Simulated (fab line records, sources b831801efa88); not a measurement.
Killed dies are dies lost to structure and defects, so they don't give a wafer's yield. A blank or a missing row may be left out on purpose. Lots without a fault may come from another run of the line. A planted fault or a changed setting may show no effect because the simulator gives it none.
A struck lot beside a sound one | flow sky130 | 15 steps out of a route of 708
Sound: wafers L832.1, L832.4, L832.5. Struck: wafer L840.6. (L840.1, L840.3 of the same lot were not struck and are left out.) The cause comes at the end.
At each step with rows: each side's tool, then ch and its chambers, then its first start. Under that, the readings that differ: sound wafers | struck wafers | difference of the means | sigmas: that difference in standard deviations of wafers without a fault.
alike: readings whose means differ by less than 2 such deviations, and words and numbers that are the same on both sides. not compared: withheld readings, readings that some wafer has no value for, bounds like >300 that may hide the same value, and numbers for which the record gives no deviation and whose values overlap.
The two part at a step that has a row with sigmas, a row that says differs or no value, or rows on one side only. Numbers that don't overlap but have no deviation are shown without sigmas and don't part them. A reading that every wafer of one side lacks parts them only if that side has two wafers or more.

SKY_VIA3_CMP_02: polishes SiO2.
  sound on cmp-02 ch 0,1,3, day 42 12:52; struck on cmp-02 ch 1, day 44 17:47
  alike: edge_zone_pressure_frac, motor_current_A
SKY_VIA3_BOW_MEAS_03:
  sound on film_metro-01, day 42 13:07; struck on film_metro-03, day 44 18:02
  alike: VIA3_BOW
then, 8 steps without rows for these wafers: SKY_VIA3_DEHYDRATE_04 (time 60 s); SKY_VIA3_HMDS_05 (prime time 60 s); SKY_VIA3_COAT_06 (resist thk 60 nm); SKY_VIA3_COAT_07 (resist thk 450 nm); SKY_VIA3_SOFTBAKE_08 (time 90 s); SKY_VIA3_EXPOSE_09 (exposes mask VIM3, target cd 200 nm); SKY_VIA3_PEB_10; SKY_VIA3_DEVELOP_11 (develop time 60 s).
SKY_VIA3_CD_MEAS_12: target cd 200 nm.
  sound on cd_sem-01, day 43 12:12; struck on cd_sem-02, day 45 15:26
  alike: cd_nm
SKY_VIA3_OVL_MEAS_13:
  sound on overlay-02, day 43 12:19; struck on overlay-02, day 45 15:34
  alike: VIA3_OVL
SKY_VIA3_ETCH_14: etches BARC in N2/H2, stops on SiO2, time 45.9 s, target depth 60 nm.
  sound on rie_diel-04 ch 0,1, day 43 12:21; struck on rie_diel-04 ch 1, day 45 15:36
  reading                                     | sound             | struck | difference | sigmas
  model.KrF-thick_of_VIA3_COAT_07.thk_nm (nm) | 392.1 390.4 389.8 | 395.9  | +5.1       |
  alike: drypump_motor_current_A, oes_product_au, rf_fwd_power_W, throttle_valve_pct
  not compared: rf_hours_counter_h
SKY_VIA3_ETCH_15: etches SiO2 in C4F8/O2/Ar, stops on TiN, target depth 507 nm, time 78 s.
  sound on rie_diel-04 ch 0,1, day 43 12:24; struck on rie_diel-04 ch 1, day 45 15:38
  alike: oes_product_au, rf_fwd_power_W
  not compared: rf_hours_counter_h
SKY_PAD_OPEN_PROBE_99:
  the record has rows for the sound wafers here (prober-02, day 48 23:37) and none for the struck ones

WHERE THEY PART
Only at SKY_PAD_OPEN_PROBE_99, within this record.

WHY: what the simulator had put in
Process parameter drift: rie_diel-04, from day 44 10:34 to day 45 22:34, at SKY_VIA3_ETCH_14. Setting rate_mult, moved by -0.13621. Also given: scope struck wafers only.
